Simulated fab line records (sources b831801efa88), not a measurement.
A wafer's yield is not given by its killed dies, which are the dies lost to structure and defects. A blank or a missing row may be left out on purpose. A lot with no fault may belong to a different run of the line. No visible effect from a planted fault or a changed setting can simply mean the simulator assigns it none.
Problem report, 8D (eight disciplines) form, completed by code / flow sfq_line / the parts of the form that need people (team, actions taken, sign-off) are left out

1. THE ISSUE
At SFQ_TRILAYER_R5_ETCH_METAL_ETCH_139, oes_product_au averages 0.721 a.u. over 3 wafers from 3 lots, while fault-free wafers read 0.992 a.u., standard deviation 0.0067. That puts it -40 standard deviations away from the usual mean.
The step: etches the open film in Cl2, stops on SiO2, target depth 60 nm, time 40 s.
The first sign was on wafer L992.4 at day 68 22:47, on rie_metal-04. Wafers with a number at this step in the record: 42, from 15 lots. Rule for "out" (also "out of limits"): further than 4 standard deviations from the usual mean. Any other wafer with a number is counted as sound.

2. WHAT IT IS, WHAT IT ISN'T
question=which readings at this step | is=oes_product_au | is not=drypump_motor_current_A
question=which lots | is=L992, L994, L995 | is not=L100, L103, L980, L981, L982, L983, L984, L985, L996, L997, L998, L999
question=which wafers of those lots | is=L992.4, L994.4, L995.4 | is not=L992.6, L994.1, L995.1
question=read on which tools | is=rie_metal-04 | is not=rie_metal-01, rie_metal-03
question=when | is=from day 68 22:47 | is not=up to then (19 sound wafers); but 20 sound wafers of L100, L103, L994, L995, L996, L997, L998, L999 came after

3. SUSPECTS, AND WHAT RULES EACH OUT
Counting: a tool at a process step up to the reading stays a suspect if it ran every lot that is out. Sound lots after the first of them don't rule it out here, since some wafers of a struck lot are sound.
- rie_metal-04 at SFQ_TRILAYER_R5_ETCH_METAL_ETCH_139 (etches the open film in Cl2, stops on SiO2, target depth 60 nm, time 40 s): kept. Ran every lot that is out, first one L992 (day 68 22:47); last sound lot up to then L985 (day 62 03:01). Its own readings are out on those wafers: oes_product_au.
After counting, what remains is rie_metal-04 at SFQ_TRILAYER_R5_ETCH_METAL_ETCH_139.

4. THE CAUSE (what the simulator had put in)
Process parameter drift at SFQ_TRILAYER_R5_ETCH_METAL_ETCH_139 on rie_metal-04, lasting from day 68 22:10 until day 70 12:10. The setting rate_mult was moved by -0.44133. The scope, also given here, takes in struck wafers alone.
Only this tool survived the counting.

5. THE EFFECT CHAIN, in route order
Each row: a reading whose mean over the struck wafers that have a number lies more than 3 standard deviations from the usual. Scope: only readings with a usual standard deviation given in the record; hours: median across lots of the time from each lot's start at the first step in this table that gives one to its start at this step; sigmas: change in usual standard deviations.
hours=0; step=SFQ_TRILAYER_R5_ETCH_METAL_ETCH_139; reading=oes_product_au; usual=0.992 a.u.; on struck wafers=0.721; change=-0.271; sigmas=-40
It contains these process steps:
- SFQ_TRILAYER_R5_ETCH_METAL_ETCH_139: etches the open film in Cl2, stops on SiO2, target depth 60 nm, time 40 s.

6. HOW IT WOULD HAVE BEEN CAUGHT EARLIER
In this record the first reading out of limits was taken at day 68 22:47, 1 hour after the fault began at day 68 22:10.
